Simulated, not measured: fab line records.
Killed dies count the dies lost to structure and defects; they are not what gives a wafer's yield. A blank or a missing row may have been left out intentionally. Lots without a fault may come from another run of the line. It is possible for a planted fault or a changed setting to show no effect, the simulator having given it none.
8D (eight disciplines) problem report, filled in by code ; flow sky130 ; the parts of the form that need people (team, actions taken, sign-off) are left out

## 1. WHAT WENT WRONG
A mean of 79 is read at SKY_PAD_OPEN_PROBE_99 for killed_at_M0_to_M3, taken on 1 wafer of 1 lot, against 44 (standard deviation 6.6) on wafers free of any fault. That is +5.3 standard deviations from the usual mean.
The first sign was on wafer L960.1 at day 46 13:29, on prober-01. The record holds 3 wafers of 1 lot with a number at this step. By rule, "out" or "out of limits" means more than 4 standard deviations away from the usual mean. The other wafers with a number count as sound.

## 2. WHAT IT IS, AND WHAT IT ISN'T
question;is;is not
which readings at this step;killed_at_M0_to_M3, defect-limited-yield, killed-dies, sort_bin_3_pad_short, sort-n-pass, sort-yield-pct;killed_at_M4_up, killed-at-contacts, killed-at-front-end, killed-at-other, killed-open, killed-short
which lots;L960;-
which wafers of those lots;L960.1;L960.4, L960.5
read on which tools;prober-01;-
when;from day 46 13:29;"up to then (0 sound wafers); but 2 sound wafers of L960 came after"

## 3. THE SUSPECTS, EACH WITH WHAT RULES IT OUT
Counting: any tool at a process step up to the reading remains a suspect provided it ran every lot that is out. Sound lots after the first of them don't rule it out here, since some wafers of a struck lot are sound.
- plasma-asher-03 at SKY_METAL2_STRIP_20 (strips in O2/N2): kept. It ran the lot that is out, L960 (day 36 05:08).
- pecvd-04 at SKY_CAPM_CVD_00 (deposits SiO2, target thk 15.5 nm): kept. It ran the lot that is out, L960 (day 37 09:43).
- plasma-asher-03 at SKY_METAL5_STRIP_16 (strips in O2/N2): kept. It ran the lot that is out, L960 (day 44 16:36).
- prober-01 at SKY_PAD_OPEN_PROBE_99: kept. It ran the lot that is out, L960 (day 46 13:29). On those wafers its own readings are out: defect-limited-yield, killed_at_M0_to_M3, killed-dies, sort_bin_3_pad_short, sort-n-pass, sort-yield-pct.
- Within plasma-asher-03 at SKY_METAL2_STRIP_20, the wafers that are out were processed in chamber 0 and their sound lot-mates in chamber 1.
- In pecvd-04 at SKY_CAPM_CVD_00, the wafers that are out were processed in chamber 1 and their sound lot-mates in chambers 0, 2.
Left after counting: plasma-asher-03 at SKY_METAL2_STRIP_20, pecvd-04 at SKY_CAPM_CVD_00, plasma-asher-03 at SKY_METAL5_STRIP_16, prober-01 at SKY_PAD_OPEN_PROBE_99.

## 4. THE CAUSE (what the simulator had put in)
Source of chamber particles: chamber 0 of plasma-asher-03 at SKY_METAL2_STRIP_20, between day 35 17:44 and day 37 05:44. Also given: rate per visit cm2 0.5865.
Counting left 4 suspects, and this tool is among them.

## 5. THE CHAIN OF EFFECTS, in route order
Rows list readings where the struck wafers' mean (over those with a number) sits beyond 3 standard deviations from the usual. Only readings whose record carries a usual standard deviation are examined. hours: median over the lots of the time between each lot's start at the first step of this table that gives one and its start at this step. sigmas: the change, counted in usual standard deviations.
hours;step;reading;usual;on struck wafers;change;sigmas
0;SKY_PAD_OPEN_PROBE_99;defect-limited-yield;82.5 %;74.6;-7.9;-4.4
0;SKY_PAD_OPEN_PROBE_99;killed_at_M0_to_M3;44;79;+35;+5.3
0;SKY_PAD_OPEN_PROBE_99;killed-dies;86;125;+39;+4.5
0;SKY_PAD_OPEN_PROBE_99;sort_bin_3_pad_short;0.9 %;2.6;+1.7;+4.2
0;SKY_PAD_OPEN_PROBE_99;sort-n-pass;406;367;-39;-4.5
0;SKY_PAD_OPEN_PROBE_99;sort-yield-pct;82.5 %;74.6;-7.9;-4.4
It contains these process steps:
- SKY_PAD_OPEN_PROBE_99

## 6. HOW IT WOULD HAVE BEEN CAUGHT EARLIER
260 hours passed between the start of the fault at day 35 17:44 and the first reading out of limits in this record, taken at day 46 13:29.
An alarm limit of 4 standard deviations would not have fired on the tool readings at SKY_METAL2_STRIP_20 for which the record gives a usual standard deviation, since none of them was out on any struck wafer.
By day 46 13:29 the whole set of lots that are out, 1 in number, had already begun SKY_METAL2_STRIP_20 on plasma-asher-03. Holding the tool at that point would not have protected any of them.
